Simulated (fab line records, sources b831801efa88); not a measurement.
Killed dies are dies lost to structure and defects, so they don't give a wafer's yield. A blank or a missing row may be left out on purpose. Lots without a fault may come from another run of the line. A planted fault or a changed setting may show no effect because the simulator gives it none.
fab line records | flow sky130
record lots=12 wafers=36 last_day=50
route steps=708 shown FIELD_ISO@24 VT_ADJUST_NCORE@128 VT_ADJUST_PCH@152 SONOS_ONO@169
lots that met no fault: from a run of the same line without faults
start_h: hours from the record's first day to the start of the lot's first wafer shown | wait_h: hours since the lot's step before | " the same as in the row above | L1.1+2: a row that stands for several wafers | - no value, or no start given | * or withheld: withheld | < > ~ a bound
route shown NAME@n: a module of which the file shows steps, and the number in the route of the first | usual: mean/standard deviation of fault-free wafers | same: alike in all rows | chamber/n: place in a boat | sites: the reading at each site | _std_site: their standard deviation | _edge_site: outer sites' mean less inner sites' | radius_mm: how far each site lies from the wafer's centre | mask NAME#n: copy n | behind: the tool/chamber that last shaped the wafer | hold: why the lot was held/for how many hours/how that ended | device: the transistor (n, p or np) that didn't switch | end of line: the same wafers' tests at the end of the route | a step without rows: its recipe alone | killed: dies lost to structure and defects at the first sort, not the wafer's yield | map: a wafer's dies, x killed, . not, _ none there
set.NAME: the setting as run; set.NAME@STEP: as run at that earlier step | model.NAME: the simulator's own value behind a step, which no gauge read
steps of the route over a sample of lots; a table a step, a row a wafer
services: from which hour (start_h, from the record's first day; less than 0 if before it) a tool's chamber was out of use, for how many hours, and why
## steps
# step SKY_FIELD_ISO_THK_MEAS_23
# recipe reads=SiO2_of_FIELD_ISO_OXIDATION_22
# usual FIELD_ISO_OXIDATION_01_THK=10.00/0.19
# columns lot.wafer tool chamber start_h wait_h FIELD_ISO_OXIDATION_01_THK[nm]
L426.1 film_metro-04 - 55.21 0.0 10.13
L426.4 " - " " 9.93
L426.5 " - " " 9.99
L427.2 film_metro-03 - 55.22 0.0 9.69
L427.3 " - " " 9.84
L427.4 " - " " 9.77
L428.3 film_metro-04 - 65.05 0.0 9.77
L428.4 " - " " 9.82
L428.5 " - " " 9.73
L435.3 film_metro-04 - 96.55 0.0 10.04
L435.4 " - " " 10.08
L435.5 " - " " 9.97
L436.2 film_metro-02 - 103.12 0.0 9.95
L436.3 " - " " 10.04
L436.5 " - " " 10.09
L437.1 film_metro-04 - 104.28 0.0 10.21
L437.4 " - " " 10.22
L437.6 " - " " 10.20
L438.1 film_metro-02 - 110.11 0.0 10.07
L438.3 " - " " 10.15
L438.6 " - " " 10.17
L439.2 film_metro-03 - 114.05 0.0 10.05
L439.4 " - " " 9.93
L439.5 " - " " 10.04
L440.1 film_metro-02 - 118.79 0.0 9.86
L440.2 " - " " 9.95
L440.4 " - " " 9.89
L441.1 film_metro-02 - 123.75 0.0 10.34
L441.2 " - " " 10.23
L441.3 " - " " 10.10
L442.2 film_metro-02 - 130.16 0.0 10.12
L442.3 " - " " 10.30
L442.4 " - " " 10.18
L446.1 film_metro-03 - 154.81 0.0 10.26
L446.3 " - " " 10.17
L446.4 " - " " 10.38
# step SKY_VT_ADJUST_NCORE_IMPLANT_09
# recipe species=B energy_kev=10 dose_cm2=2.4e+12 tilt_deg=withheld
# usual beam_energy_keV=10.000/0.0028 beam_on_s=10.01/0.2 end_station_pressure_torr=4.99e-06/2.6e-07 faraday_current_uA=13.52/0.27
# columns lot.wafer tool chamber start_h wait_h beam_energy_keV beam_on_s end_station_pressure_torr faraday_current_uA
L426.1 implanter-03 0 215.55 0.0 9.9978 9.96 4.69e-06 13.58
L426.4 " 0 " " 9.9961 10.35 4.72e-06 13.07
L426.5 " 0 " " 9.9997 9.80 5.21e-06 13.82
L427.2 implanter-04 0 215.95 0.0 10.003 10.30 5.03e-06 13.15
L427.3 " 0 " " 9.9979 9.74 4.76e-06 13.84
L427.4 " 0 " " 10.002 10.07 4.82e-06 13.44
L428.3 implanter-01 0 229.02 0.1 10.000 10.27 5.26e-06 13.24
L428.4 " 0 " " 9.9997 10.05 5.44e-06 13.50
L428.5 " 0 " " 10.001 9.94 4.92e-06 13.62
L435.3 implanter-03 0 269.27 0.1 10.0000 10.41 5.21e-06 12.96
L435.4 " 0 " " 10.001 9.87 4.61e-06 13.74
L435.5 " 0 " " 9.9997 10.07 5.1e-06 13.43
L436.2 implanter-01 0 280.53 0.0 10.004 9.93 4.76e-06 13.66
L436.3 " 0 " " 10.006 9.88 4.74e-06 13.71
L436.5 " 0 " " 9.9990 10.54 4.71e-06 12.88
L437.1 implanter-01 0 282.58 0.0 10.004 10.19 5.42e-06 13.29
L437.4 " 0 " " 10.001 10.06 4.64e-06 13.52
L437.6 " 0 " " 10.004 9.74 4.65e-06 13.88
L438.1 implanter-01 0 291.02 0.0 9.9963 10.13 4.69e-06 13.36
L438.3 " 0 " " 9.9978 10.24 5.22e-06 13.23
L438.6 " 0 " " 9.9996 10.11 5.03e-06 13.43
L439.2 implanter-01 0 294.25 0.0 9.9977 12.18 9.71e-05 11.13
L439.4 " 0 " " 9.9998 12.15 8.531e-05 11.18
L439.5 " 0 " " 9.9966 12.24 9.006e-05 11.02
L440.1 implanter-03 0 300.37 0.0 10.001 9.95 5.35e-06 13.61
L440.2 " 0 " " 10.008 9.76 4.93e-06 13.89
L440.4 " 0 " " 10.002 9.78 4.54e-06 13.82
L441.1 implanter-01 0 307.43 0.0 10.003 11.72 9.074e-05 11.61
L441.2 " 0 " " 10.000 11.71 9.722e-05 11.57
L441.3 " 0 " " 10.000 11.73 8.477e-05 11.59
L442.2 implanter-04 0 319.35 0.0 9.9958 10.27 4.99e-06 13.17
L442.3 " 0 " " 10.003 9.99 5.1e-06 13.52
L442.4 " 0 " " 10.001 9.92 4.64e-06 13.70
L446.1 implanter-04 0 352.50 0.0 9.9979 10.16 4.69e-06 13.32
L446.3 " 0 " " 10.000 9.99 4.92e-06 13.54
L446.4 " 0 " " 9.9975 9.99 4.48e-06 13.51
# step SKY_VT_ADJUST_NCORE_TW_MEAS_11
# usual VT_ADJUST_NCORE_TW=217.7/2
# columns lot.wafer tool chamber start_h wait_h hold VT_ADJUST_NCORE_TW
L426.1 film_metro-03 - 215.81 0.1 - 219.3
L426.4 " - " " - 219.0
L426.5 " - " " - 219.0
L427.2 film_metro-03 - 216.18 0.1 - 219.7
L427.3 " - " " - 219.2
L427.4 " - " " - 219.1
L428.3 film_metro-02 - 229.24 0.1 - 216.3
L428.4 " - " " - 216.3
L428.5 " - " " - 217.0
L435.3 film_metro-02 - 269.49 0.1 - 214.7
L435.4 " - " " - 215.6
L435.5 " - " " - 215.3
L436.2 film_metro-03 - 280.76 0.1 - 218.6
L436.3 " - " " - 219.4
L436.5 " - " " - 218.7
L437.1 film_metro-02 - 282.83 0.1 - 216.9
L437.4 " - " " - 214.4
L437.6 " - " " - 215.5
L438.1 film_metro-02 - 291.27 0.1 - 214.5
L438.3 " - " " - 215.3
L438.6 " - " " - 215.9
L439.2 film_metro-04 - 294.48 0.1 await_dispo/0.2h/release 230.6
L439.4 " - " " await_dispo/0.2h/release 230.4
L439.5 " - " " await_dispo/0.2h/release 229.9
L439.2 film_metro-04 - 294.71 0.2 - 230.9
L439.4 " - " " - 230.4
L439.5 " - " " - 229.9
L440.1 film_metro-02 - 300.62 0.1 - 216.4
L440.2 " - " " - 216.2
L440.4 " - " " - 214.9
L441.1 film_metro-04 - 307.68 0.1 await_dispo/0.2h/release 230.3
L441.2 " - " " await_dispo/0.2h/release 230.7
L441.3 " - " " await_dispo/0.2h/release 229.2
L441.1 film_metro-04 - 307.91 0.2 - 231.6
L441.2 " - " " - 231.2
L441.3 " - " " - 230.0
L442.2 film_metro-02 - 319.58 0.1 - 217.0
L442.3 " - " " - 216.7
L442.4 " - " " - 217.5
L446.1 film_metro-03 - 352.75 0.1 - 219.7
L446.3 " - " " - 220.4
L446.4 " - " " - 220.8
# step SKY_VT_ADJUST_PCH_STRIP_09
# recipe chemistry=O2/N2 power_w=1400 pressure_mtorr=1500 platen_temp_c=withheld o2_flow_sccm=3000 n2_flow_sccm=300 overash_fraction=0.5
# usual drypump_motor_current_A=5.8/0.33 oes_product_au=0.722/0.0044 strip_time_to_endpoint_s=36.92/0.1
# same overash_fraction=0.5
# columns lot.wafer tool chamber start_h wait_h drypump_motor_current_A oes_product_au rf_hours_counter_h strip_time_to_endpoint_s
L426.1 plasma_asher-01 0 263.15 0.1 5.7 0.724 14 36.85
L426.4 " 1 " " 5.7 0.725 - 36.92
L426.5 " 0 " " 5.8 0.719 - 36.97
L427.2 plasma_asher-02 1 263.44 0.1 5.2 0.720 59 36.73
L427.3 " 0 " " 6.3 0.726 - 36.80
L427.4 " 1 " " 5.2 0.729 - 36.99
L428.3 plasma_asher-03 0 276.35 0.1 6.0 0.716 - 36.87
L428.4 " 1 " " 5.7 0.722 - 36.86
L428.5 " 0 " " 6.0 0.716 - 36.90
L435.3 plasma_asher-03 0 320.95 0.1 6.0 0.724 - 36.91
L435.4 " 1 " " 5.7 0.720 - 37.00
L435.5 " 1 " " 5.7 0.725 - 37.00
L436.2 plasma_asher-03 1 331.49 0.1 5.7 0.734 51 37.00
L436.3 " 1 " " 5.7 0.717 - 37.06
L436.5 " 0 " " 6.0 0.721 - 36.98
L437.1 plasma_asher-01 1 334.89 0.1 5.7 0.716 21 36.93
L437.4 " 0 " " 5.8 0.721 - 36.91
L437.6 " 1 " " 5.7 0.718 - 37.05
L438.1 plasma_asher-01 0 345.05 0.1 5.8 0.726 22 36.91
L438.3 " 1 " " 5.7 0.728 - 36.91
L438.6 " 0 " " 5.8 0.725 - 36.97
L439.2 plasma_asher-03 1 347.99 0.1 5.7 0.728 53 36.95
L439.4 " 0 " " 6.0 0.719 - 36.94
L439.5 " 0 " " 5.9 0.716 - 36.77
L440.1 plasma_asher-02 1 354.69 0.1 5.2 0.723 68 36.93
L440.2 " 0 " " 6.3 0.718 68 36.98
L440.4 " 1 " " 5.2 0.721 - 36.92
L441.1 plasma_asher-01 0 361.86 0.1 5.8 0.729 23 36.86
L441.2 " 1 " " 5.7 0.719 23 36.88
L441.3 " 0 " " 5.8 0.725 - 36.91
L442.2 plasma_asher-02 0 374.71 0.1 6.4 0.719 70 36.92
L442.3 " 0 " " 6.3 0.715 - 36.86
L442.4 " 1 " " 5.2 0.719 - 36.79
L446.1 plasma_asher-01 0 409.34 0.1 5.7 0.717 28 36.81
L446.3 " 1 " " 5.7 0.725 - 36.81
L446.4 " 0 " " 5.8 0.720 - 36.80
# step SKY_SONOS_ONO_THK_MEAS_01
# recipe reads=SiO2_of_SONOS_ONO_OXIDATION_00
# usual SONOS_ONO_OXIDATION_THK=2.60/0.055
# columns lot.wafer tool chamber start_h wait_h SONOS_ONO_OXIDATION_THK[nm]
L426.1 film_metro-02 - 288.74 0.0 2.66
L426.4 " - " " 2.60
L426.5 " - " " 2.58
L427.2 film_metro-02 - 290.01 0.0 2.56
L427.3 " - " " 2.60
L427.4 " - " " 2.62
L428.3 film_metro-03 - 303.66 0.0 2.65
L428.4 " - " " 2.62
L428.5 " - " " 2.57
L435.3 film_metro-04 - 349.46 0.0 2.61
L435.4 " - " " 2.58
L435.5 " - " " 2.57
L436.2 film_metro-04 - 362.62 0.0 2.59
L436.3 " - " " 2.55
L436.5 " - " " 2.57
L437.1 film_metro-02 - 365.55 0.0 2.66
L437.4 " - " " 2.70
L437.6 " - " " 2.73
L438.1 film_metro-04 - 375.28 0.0 2.69
L438.3 " - " " 2.67
L438.6 " - " " 2.69
L439.2 film_metro-02 - 378.17 0.0 2.67
L439.4 " - " " 2.69
L439.5 " - " " 2.58
L440.1 film_metro-02 - 386.18 0.0 2.59
L440.2 " - " " 2.57
L440.4 " - " " 2.58
L441.1 film_metro-04 - 394.42 0.0 2.67
L441.2 " - " " 2.67
L441.3 " - " " 2.68
L442.2 film_metro-03 - 406.23 0.0 2.56
L442.3 " - " " 2.52
L442.4 " - " " 2.54
L446.1 film_metro-04 - 441.12 0.0 2.50
L446.3 " - " " 2.59
L446.4 " - " " 2.56
## services
# columns tool chamber start_h hours kind
implanter-04 - 195.83 4.4 repair
implanter-01 - 214.53 4.1 pm
implanter-01 - 221.34 1.4 repair
plasma_asher-03 - 295.75 0.7 repair
plasma_asher-01 - 297.31 3.7 repair
implanter-01 - 332.82 1.0 repair
implanter-01 - 347.59 26.1 pm
implanter-03 - 367.53 4.3 pm
implanter-01 - 385.17 5.3 repair
implanter-01 - 399.32 5.3 repair
## key
first_sign step=SKY_VT_ADJUST_NCORE_IMPLANT_09 reading=end_station_pressure_torr direction=up sigmas=99+ usual=4.99e-06 struck=9.086e-05
effect step=SKY_VT_ADJUST_NCORE_IMPLANT_09 reading=beam_on_s direction=up sigmas=9.8 usual=10.01 struck=11.95
effect step=SKY_VT_ADJUST_NCORE_TW_MEAS_11 reading=visit direction=added
effect step=SKY_VT_ADJUST_NCORE_TW_MEAS_11 reading=VT_ADJUST_NCORE_TW direction=up sigmas=6.4 usual=217.7 struck=230.2
met_at SKY_VT_ADJUST_NCORE_IMPLANT_09
struck_lots L439,L441
tester_left_out L439,L441
not_acting_at SKY_FIELD_ISO_THK_MEAS_23,SKY_VT_ADJUST_PCH_STRIP_09,SKY_SONOS_ONO_THK_MEAS_01
onset_between 291.02 294.25
fault kind=process_parameter_drift tool=implanter-01 chamber=- onset_h=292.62 steps=SKY_VT_ADJUST_NCORE_IMPLANT_09 channel=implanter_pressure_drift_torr offset=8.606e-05 shape=step end_h=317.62
fault kind=process_parameter_drift tool=implanter-01 chamber=- onset_h=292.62 steps=SKY_VT_ADJUST_NCORE_IMPLANT_09 channel=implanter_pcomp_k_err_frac offset=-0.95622 shape=step end_h=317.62
# tester_left_out: of these lots the tester's yield and bins aren't shown, on N5 and GAA mostly nor the transistor test; their killed dies are dies lost to structure and defects alone, not to doping, threshold or leakage, so they don't give the yield
